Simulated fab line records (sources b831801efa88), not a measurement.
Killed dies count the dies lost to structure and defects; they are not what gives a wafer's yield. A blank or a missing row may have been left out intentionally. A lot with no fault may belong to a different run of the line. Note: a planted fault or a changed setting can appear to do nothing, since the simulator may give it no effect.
One fault through the eyes of 2 desks || flow gf180mcu || numbers are kept per desk, each desk with only its own; the story behind them comes last

== DESK OF THE TOOL OWNER: cmp-02 ==
The tool's own readings at GF_V1_CMP_04 (polishes SiO2): means of the sampled wafers that have a number, for each lot that ran on this tool. A lot is out of limits, marked OUT, if its mean lies more than 4 standard deviations from the usual mean; the brackets give that distance.
Columns: A = motor_current_A at GF_V1_CMP_04, usual 12.1 A; B = time_to_endpoint_s at GF_V1_CMP_04, usual 80 s
{"lot": "L568", "first seen here": "day 17 04:29", "A": 12.4, "B": 79}
{"lot": "L575", "first seen here": "day 20 06:20", "A": 12.6, "B": 76}
{"lot": "L578", "first seen here": "day 21 11:09", "A": 12.2, "B": 83}
{"lot": "L577", "first seen here": "day 21 14:43", "A": 12.9, "B": 84}
{"lot": "L582", "first seen here": "day 22 13:06", "A": 11.9, "B": "104 (+4.6) OUT"}
{"lot": "L584", "first seen here": "day 23 03:13", "A": 12.3, "B": "112 (+6.3) OUT"}
This desk finds L582, L584 out of limits, L582 being first, at day 22 13:06 (time_to_endpoint_s at GF_V1_CMP_04). L568, L575, L578, L577: within limits.

== AT THE METROLOGY DESK ==
Means of the sampled wafers that have a number, per lot and without regard to the tool the lot ran on: this is what the gauges read. A lot is out of limits, marked OUT, if its mean lies more than 4 standard deviations from the usual mean; the brackets give that distance.
Columns: A = CONTACT_BOW at GF_CONTACT_BOW_MEAS_05, usual 66 um
{"lot": "L568", "first seen here": "day 15 05:37", "A": 71}
{"lot": "L569", "first seen here": "day 15 17:18", "A": 71}
{"lot": "L571", "first seen here": "day 16 05:27", "A": 64}
{"lot": "L574", "first seen here": "day 17 23:47", "A": 66}
{"lot": "L575", "first seen here": "day 18 03:59", "A": 63}
{"lot": "L578", "first seen here": "day 19 09:00", "A": 71}
{"lot": "L577", "first seen here": "day 19 12:01", "A": 67}
{"lot": "L581", "first seen here": "day 20 10:39", "A": 73}
{"lot": "L582", "first seen here": "day 20 11:17", "A": 67}
{"lot": "L584", "first seen here": "day 21 01:32", "A": 66}
{"lot": "L587", "first seen here": "day 22 13:50", "A": 62}
{"lot": "L590", "first seen here": "day 23 22:55", "A": 62}
This desk's finding: nothing out of limits on any of the 12 lots.

== PUT TOGETHER ==
At day 22 13:06, on L582, L584, the tool owner's desk was in a position to raise an alarm.
The metrology desk saw nothing out of limits.
The metrology desk has L582, L584 on record, within its limits.
All the named lots went through GF_V1_CMP_04 on cmp-02.

== WHAT WAS PUT IN BY THE SIMULATOR ==
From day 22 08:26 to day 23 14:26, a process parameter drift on cmp-02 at GF_V1_CMP_04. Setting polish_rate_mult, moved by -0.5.
Shown lots that were struck: L582, L584.
Time in hours from fault onset to the first out-of-limits reading at each desk: the tool owner's desk, 5.
